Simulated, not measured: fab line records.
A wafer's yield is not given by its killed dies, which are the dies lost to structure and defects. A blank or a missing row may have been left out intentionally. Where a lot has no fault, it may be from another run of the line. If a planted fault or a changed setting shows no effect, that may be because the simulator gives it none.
A single fault, viewed from 2 desks ; flow sky130 ; what lay behind the numbers comes last; until then each desk has only its own

## FOR THE TOOL OWNER'S DESK: hdpcvd-02
The tool's own readings at SKY_FIELD_ISO_CVD_24 (deposits SiO2, target thk 595 nm, time 99.2 s): means of the sampled wafers that have a number, for each lot that ran on this tool. A lot is out of limits, marked OUT, if its mean lies more than 4 standard deviations from the usual mean; the brackets give that distance.
Columns: A = sih4FlowSccm at SKY_FIELD_ISO_CVD_24, usual 60.00 sccm
lot;first seen here;A
L822;day 2 17:47;60.17
L824;day 3 05:38;60.06
L826;day 3 15:53;60.01
L827;day 3 20:16;59.93
L828;day 3 23:17;59.84
L829;day 4 06:20;60.12
L840;day 6 15:02;59.76
L842;day 7 04:01;60.03
This desk's finding: nothing out of limits on any of the 8 lots.

## AT THE METROLOGY DESK
Means of the sampled wafers that have a number, per lot and without regard to the tool the lot ran on: this is what the gauges read. A lot is out of limits, marked OUT, if its mean lies more than 4 standard deviations from the usual mean; the brackets give that distance.
Columns: A = FIELD_ISO_OXIDATION_00_THK at SKY_FIELD_ISO_THK_MEAS_02, usual 11.86 nm; B = FIELD_ISO_CVD_24_THK at SKY_FIELD_ISO_THK_MEAS_25, usual 594 nm; C = PWDE_TW at SKY_PWDE_TW_MEAS_10, usual 372; D = NWELL_01_OVL at SKY_NWELL_OVL_MEAS_23, usual 0.0 nm
lot;first seen here;A;B;C;D
L820;day 1 12:31;11.65;592;369;-0.1
L822;day 1 21:38;11.76;595;368;0.5
L823;day 2 04:11;11.89;591;375;-2.3
L824;day 2 08:28;12.03;596;374;0.5
L826;day 2 18:29;11.76;594;379;-0.6
L827;day 3 00:15;11.87;610;370;0.6
L828;day 3 03:38;11.54;607;373;-1.7
L829;day 3 08:48;11.63;643 (+9.2) OUT;381;3.4
L832;day 4 00:14;11.98;600;368;-2.6
L839;day 5 11:20;12.12;596;368;1.6
L840;day 5 15:38;11.60;587;367;-0.5
L841;day 5 21:16;12.06;591;369;2.0
L842;day 6 01:38;12.00;590;373;-0.3
L843;day 6 06:38;12.11;592;372;1.3
Per this desk, out of limits: L829; the first was L829, day 4 06:25 (FIELD_ISO_CVD_24_THK at SKY_FIELD_ISO_THK_MEAS_25). In limits: L820, L822, L823, L824, L826, L827, L828, L832, L839, L840, L841, L842, L843.

## TAKEN TOGETHER
L829 would have let the metrology desk raise an alarm at day 4 06:25.
The desk of the tool owner found nothing out of limits.
The tool owner's desk has L829 on record, within its limits.
SKY_FIELD_ISO_CVD_24 was run on hdpcvd-02 by each of the lots named.

## WHAT THE SIMULATOR HAD PUT IN
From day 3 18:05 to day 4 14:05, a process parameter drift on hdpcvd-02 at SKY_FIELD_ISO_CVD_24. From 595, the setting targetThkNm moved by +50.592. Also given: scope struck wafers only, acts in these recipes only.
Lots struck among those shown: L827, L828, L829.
Hours from the fault's start to each desk's first reading out of limits: the metrology desk, 12.
